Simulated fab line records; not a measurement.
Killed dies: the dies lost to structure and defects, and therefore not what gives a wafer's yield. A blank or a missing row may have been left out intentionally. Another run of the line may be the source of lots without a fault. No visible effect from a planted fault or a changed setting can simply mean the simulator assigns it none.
2 desks looking at one fault + flow sky130 + every desk sees just its own numbers, and what lay behind them comes last

== THE TOOL OWNER'S DESK: pvdSputter-03 ==
At SKY_LI_CONTACT_PRE_CLEAN_18 (time 5.6 s), the tool's own readings, given per lot that ran on this tool as the mean of the sampled wafers with a number. If a lot's mean is further than 4 standard deviations from the usual mean, the lot is out of limits and carries the mark OUT (the distance appears in the brackets).
Columns: A = biasV at SKY_LI_CONTACT_PRE_CLEAN_18, usual 358 V
| lot  | first seen here | A   |
|------|-----------------|-----|
| L279 | day 29 03:03    | 362 |
| L282 | day 31 05:34    | 358 |
| L286 | day 31 22:45    | 358 |
| L287 | day 32 00:12    | 355 |
| L291 | day 33 21:47    | 365 |
| L296 | day 35 11:22    | 360 |
| L298 | day 35 18:17    | 359 |
This desk's verdict: no lot among the 7 shows anything out of limits.

== AT THE METROLOGY DESK ==
What the gauges read for every lot (on any tool): the sampled wafers with a number, averaged. If a lot's mean is further than 4 standard deviations from the usual mean, the lot is out of limits and carries the mark OUT (the distance appears in the brackets).
Columns: A = PAD_OPEN_BOW at SKY_PAD_OPEN_BOW_MEAS_13, usual 46 um
| lot  | first seen here | A  |
|------|-----------------|----|
| L278 | day 45 16:13    | 34 |
| L279 | day 45 18:44    | 35 |
| L283 | day 47 07:00    | 43 |
| L282 | day 47 08:07    | 44 |
| L286 | day 48 00:36    | 50 |
| L287 | day 48 02:06    | 44 |
| L288 | day 48 05:40    | 49 |
| L291 | day 49 05:09    | 68 |
| L292 | day 49 06:40    | 42 |
| L294 | day 49 18:04    | 40 |
| L296 | day 50 04:54    | 49 |
| L297 | day 50 11:23    | 46 |
| L298 | day 50 11:48    | 47 |
This desk's verdict: no lot among the 13 shows anything out of limits.

== BROUGHT TOGETHER ==
Nothing out of limits was seen by the tool owner's desk.
Metrology desk: nothing out of limits seen.

== WHAT WAS PUT IN BY THE SIMULATOR ==
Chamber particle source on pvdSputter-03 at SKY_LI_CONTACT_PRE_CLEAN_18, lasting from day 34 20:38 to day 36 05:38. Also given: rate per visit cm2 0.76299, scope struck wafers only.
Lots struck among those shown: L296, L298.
